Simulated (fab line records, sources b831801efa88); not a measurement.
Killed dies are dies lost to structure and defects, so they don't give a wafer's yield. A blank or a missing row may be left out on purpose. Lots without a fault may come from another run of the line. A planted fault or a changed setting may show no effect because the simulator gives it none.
One fault seen from 2 desks | flow sky130 | each desk has only its own numbers; what lay behind them comes last

THE TOOL OWNER'S DESK: rie_diel-03
The tool's own readings at SKY_VIA2_ETCH_15 (etches SiO2 in C4F8/O2/Ar, stops on TiN, target depth 546 nm, time 84 s): means of the sampled wafers that have a number, for each lot that ran on this tool. A lot is out of limits, marked OUT, if its mean lies more than 4 standard deviations from the usual mean; the brackets give that distance.
Columns: A = oes_product_au at SKY_VIA2_ETCH_15, usual 0.941 a.u.; B = rf_fwd_power_W at SKY_VIA2_ETCH_15, usual 1491 W
lot  | first seen here | A     | B
L615 | day 37 01:41    | 0.940 | 1490
L616 | day 37 06:20    | 0.943 | 1489
L627 | day 41 00:05    | 0.937 | 1250 (-39) OUT
L632 | day 42 02:59    | 0.938 | 1247 (-39) OUT
This desk's finding: out of limits on L627, L632; first on L627, day 41 00:05 (rf_fwd_power_W at SKY_VIA2_ETCH_15). In limits: L615, L616.

THE METROLOGY DESK
What the gauges read, lot by lot, whatever tool the lot ran on: means of the sampled wafers that have a number. A lot is out of limits, marked OUT, if its mean lies more than 4 standard deviations from the usual mean; the brackets give that distance.
Columns: A = METAL2_ALCU_THK at SKY_METAL2_THK_MEAS_06, usual 247 nm
lot  | first seen here | A
L613 | day 34 01:40    | 251
L614 | day 34 03:48    | 252
L615 | day 34 20:30    | 248
L616 | day 35 00:42    | 245
L618 | day 35 12:32    | 245
L619 | day 36 03:23    | 248
L622 | day 36 23:07    | 241
L628 | day 38 21:18    | 246
L627 | day 38 21:32    | 250
L632 | day 40 02:02    | 250
L635 | day 40 23:37    | 250
L636 | day 41 09:43    | 244
This desk's finding: nothing out of limits on any of the 12 lots.

PUT TOGETHER
The tool owner's desk could have raised an alarm at day 41 00:05, on L627, L632.
The metrology desk saw nothing out of limits.
The metrology desk has L627, L632 on record, within its limits.
Of the lots named, all ran SKY_VIA2_ETCH_15 on rie_diel-03.

WHAT THE SIMULATOR HAD PUT IN
Process parameter drift: rie_diel-03, from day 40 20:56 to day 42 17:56, at SKY_VIA2_ETCH_15. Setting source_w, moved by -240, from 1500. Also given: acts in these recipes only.
Lots struck among those shown: L627, L632.
Hours from the fault's start to each desk's first reading out of limits: the tool owner's desk, 3.
